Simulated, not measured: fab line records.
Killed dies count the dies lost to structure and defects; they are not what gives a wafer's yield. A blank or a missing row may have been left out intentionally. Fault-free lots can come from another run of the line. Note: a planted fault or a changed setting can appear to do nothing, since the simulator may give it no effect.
A struck lot beside a sound one + flow sfq_line + 42 steps out of a route of 325
Sound: these wafers, L102.2, L102.4, L102.5. Struck: wafers L100.5, L100.6 (left out: L100.2, a lot-mate that was not struck); the cause follows at the end.
For every step that has rows: the tool of each side, followed by ch and its chambers, followed by its first start. Under that, the readings that differ: sound wafers + struck wafers + difference of the means + sigmas: that difference in standard deviations of wafers without a fault.
alike: a reading whose means differ by less than 2 such deviations, as well as words and numbers matching on both sides. not compared: withheld readings; readings where some wafer has no value; bounds like >300 that might hide an equal value; numbers whose values overlap and for which the record gives no deviation.
A row with sigmas, a row that says differs or no value, or rows on one side alone: a step with any of these is where the two part. Non-overlapping numbers with no deviation appear without sigmas and do not part them. A reading that every wafer of one side lacks parts them only if that side has two wafers or more.

first, 3 steps without rows for these wafers: SFQ_TRILAYER_M5_LITHO_EXPOSE_124 (exposes mask M5, target cd 700 nm); SFQ_TRILAYER_M5_LITHO_PEB_126 (peb time 60 s); SFQ_TRILAYER_M5_LITHO_DEVELOP_125 (time 60 s).
SFQ_M5_OVL_MEAS_932:
  sound on overlay-01 at day 61 22:02; struck on overlay-01 at day 61 14:50
  alike: M5_OVL
then, 1 step without rows for these wafers: SFQ_TRILAYER_M5_BARC_OPEN_METAL_ETCH_161 (etches BARC in O2, target depth 125 nm, time 41.7 s).
SFQ_TRILAYER_M5_ETCH_METAL_ETCH_126: etches Nb in Cl2/BCl3, stops on SiO2, time 203.2 s, target depth 265 nm.
  sound on rie_metal-01 ch 0,1, day 61 22:07; struck on rie_metal-03 ch 0, day 61 15:02
  alike: drypump_motor_current_A, oes_product_au
  not compared: rf_hours_counter_h
then, 5 steps without rows for these wafers: SFQ_TRILAYER_M5_STRIP_STRIP_127 (strips in O2); SFQ_TRILAYER_M5_STRIP_SOLV_CLEAN_128 (cleans in NMP, time 600 s); SFQ_TRILAYER_A5B_DEP_PECVD_129 (deposits SiO2 from SiH4/N2O, time 133.33 s, target thk 600 nm); SFQ_TRILAYER_A5B_CMP_CMP_130 (polishes, stops on Nb, target thk 340.7 nm); SFQ_TRILAYER_A5B_METRO_MEASURE_131.
SFQ_TRILAYER_R5_DEP_SPUTTER_132: material Ti, target thk 5 nm, time 5 s.
  sound on pvd_sputter-04 at day 62 03:23; struck on pvd_sputter-03 at day 61 21:02
| reading                | sound                | struck        | difference | sigmas |
|------------------------|----------------------|---------------|------------|--------|
| cathode_dc_power_W (W) | 2000.1 1999.9 1999.2 | 2000.6 2000.3 | +0.7       | +2     |
  alike: throttle_valve_pct
SFQ_TRILAYER_R5_DEP_SPUTTER_133: material MoNx, target thk 40 nm, time 66.7 s.
  sound on pvd_sputter-04 at day 62 03:25; struck on pvd_sputter-03 at day 61 21:03
| reading                                               | sound             | struck      | difference | sigmas |
|-------------------------------------------------------|-------------------|-------------|------------|--------|
| model.MoNx_of_TRILAYER_R5_DEP_SPUTTER_133.thk_nm (nm) | 39.85 40.36 40.27 | 65.32 65.49 | +25.24     |        |
  alike: cathode_dc_power_W, throttle_valve_pct
SFQ_TRILAYER_R5_DEP_SPUTTER_134: material Ti, target thk 5 nm, time 5 s.
  sound on pvd_sputter-04 at day 62 03:28; struck on pvd_sputter-03 at day 61 21:06
  alike: cathode_dc_power_W, throttle_valve_pct
SFQ_R5_RS_MEAS_933: measurement is done with a four-point probe.
  sound on film_metro-01 at day 62 03:31; struck on film_metro-04 at day 61 21:26
| reading             | sound          | struck    | difference | sigmas |
|---------------------|----------------|-----------|------------|--------|
| R5_MONX_RS (ohm/sq) | 7.06 6.99 7.02 | 4.42 4.42 | -2.60      | -36    |
  not compared: hold
SFQ_R5_THK_MEAS_934: measures by xrf.
  sound on film_metro-01 at day 62 03:37; struck on film_metro-04 at day 62 00:03
| reading          | sound          | struck    | difference | sigmas |
|------------------|----------------|-----------|------------|--------|
| R5_MONX_THK (nm) | 39.5 40.0 39.9 | 64.6 64.6 | +24.8      | +51    |
  not compared: hold
then, 5 steps without rows for these wafers: SFQ_TRILAYER_R5_LITHO_COAT_136 (resist thk 600 nm); SFQ_TRILAYER_R5_LITHO_SOFTBAKE_140; SFQ_TRILAYER_R5_LITHO_EXPOSE_137 (exposes mask R5, target cd 500 nm); SFQ_TRILAYER_R5_LITHO_PEB_139 (peb time 60 s); SFQ_TRILAYER_R5_LITHO_DEVELOP_138 (time 60 s).
-- the record jumps here: 6 days lie between the struck wafers' starts before and after --
SFQ_R5_OVL_MEAS_935:
  sound on overlay-01 at day 67 20:16; struck on overlay-01 at day 67 15:05
  alike: R5_OVL
then, 1 step without rows for these wafers: SFQ_TRILAYER_R5_BARC_OPEN_METAL_ETCH_177 (etches BARC in O2, target depth 125 nm, time 41.7 s).
SFQ_TRILAYER_R5_ETCH_METAL_ETCH_139: etches the open film in Cl2, stops on SiO2, target depth 60 nm, time 40 s.
  sound on rie_metal-03 ch 0,1, day 67 20:23; struck on rie_metal-01 ch 0,1, day 67 15:10
  alike: drypump_motor_current_A, oes_product_au
  not compared: rf_hours_counter_h
SFQ_TRILAYER_R5_STRIP_STRIP_140: strips in O2.
  sound on rie_metal-03 ch 0,1, day 67 20:27; struck on rie_metal-01 ch 0,1, day 67 15:14
  alike: drypump_motor_current_A, oes_product_au
  not compared: rf_hours_counter_h
then, 8 steps without rows for these wafers: SFQ_TRILAYER_R5_STRIP_SOLV_CLEAN_141 (cleans in NMP, time 600 s); SFQ_TRILAYER_A5C_DEP_PECVD_142 (deposits SiO2 from SiH4/N2O, time 15.556 s, target thk 70 nm); SFQ_TRILAYER_I5_LITHO_COAT_149 (resist thk 62 nm); SFQ_TRILAYER_I5_LITHO_COAT_144 (resist thk 650 nm); SFQ_TRILAYER_I5_LITHO_SOFTBAKE_148; SFQ_TRILAYER_I5_LITHO_EXPOSE_145 (exposes mask I5, target cd 700 nm); SFQ_TRILAYER_I5_LITHO_PEB_147 (peb time 60 s); SFQ_TRILAYER_I5_LITHO_DEVELOP_146 (time 60 s).
-- the record jumps here: 6 days lie between the struck wafers' starts before and after --
SFQ_I5_OVL_MEAS_936:
  sound on overlay-02 at day 73 11:58; struck on overlay-02 at day 73 09:34
  alike: I5_OVL
then, 7 steps without rows for these wafers: SFQ_TRILAYER_I5_BARC_OPEN_VIA_ETCH_200 (etches BARC in O2, target depth 125 nm, time 41.7 s); SFQ_TRILAYER_I5_ETCH_VIA_ETCH_147 (etches the open film in CHF3, stops on Nb, target depth 360 nm); SFQ_TRILAYER_I5_STRIP_STRIP_148 (strips in O2); SFQ_TRILAYER_I5_STRIP_SOLV_CLEAN_149 (cleans in NMP, time 600 s); SFQ_TRILAYER_C5_LITHO_COAT_156 (resist thk 62 nm); SFQ_TRILAYER_C5_LITHO_COAT_151 (resist thk 650 nm); SFQ_TRILAYER_C5_LITHO_SOFTBAKE_155.
-- the record jumps here: 17 days lie between the struck wafers' starts before and after --
SFQ_M8_BOW_MEAS_951:
  sound on film_metro-03 at day 91 16:16; struck on film_metro-02 at day 90 02:53
| reading                       | sound            | struck      | difference | sigmas |
|-------------------------------|------------------|-------------|------------|--------|
| model.etest.r5.comb_log10_ohm | 12 12 12         | 0 0         | -12        |        |
| model.etest.r5.ohm_sq         | 7.085 6.995 7.01 | 4.322 4.311 | -2.714     |        |
  alike: M8_BOW

## WHERE THEY PART
Last at SFQ_R5_THK_MEAS_934 as far as this record goes, first at SFQ_TRILAYER_R5_DEP_SPUTTER_132. Later steps at which nothing parts them and some readings are alike: SFQ_R5_OVL_MEAS_935, SFQ_TRILAYER_R5_ETCH_METAL_ETCH_139, SFQ_TRILAYER_R5_STRIP_STRIP_140, SFQ_I5_OVL_MEAS_936, SFQ_M8_BOW_MEAS_951.

WHY: the cause the simulator had injected
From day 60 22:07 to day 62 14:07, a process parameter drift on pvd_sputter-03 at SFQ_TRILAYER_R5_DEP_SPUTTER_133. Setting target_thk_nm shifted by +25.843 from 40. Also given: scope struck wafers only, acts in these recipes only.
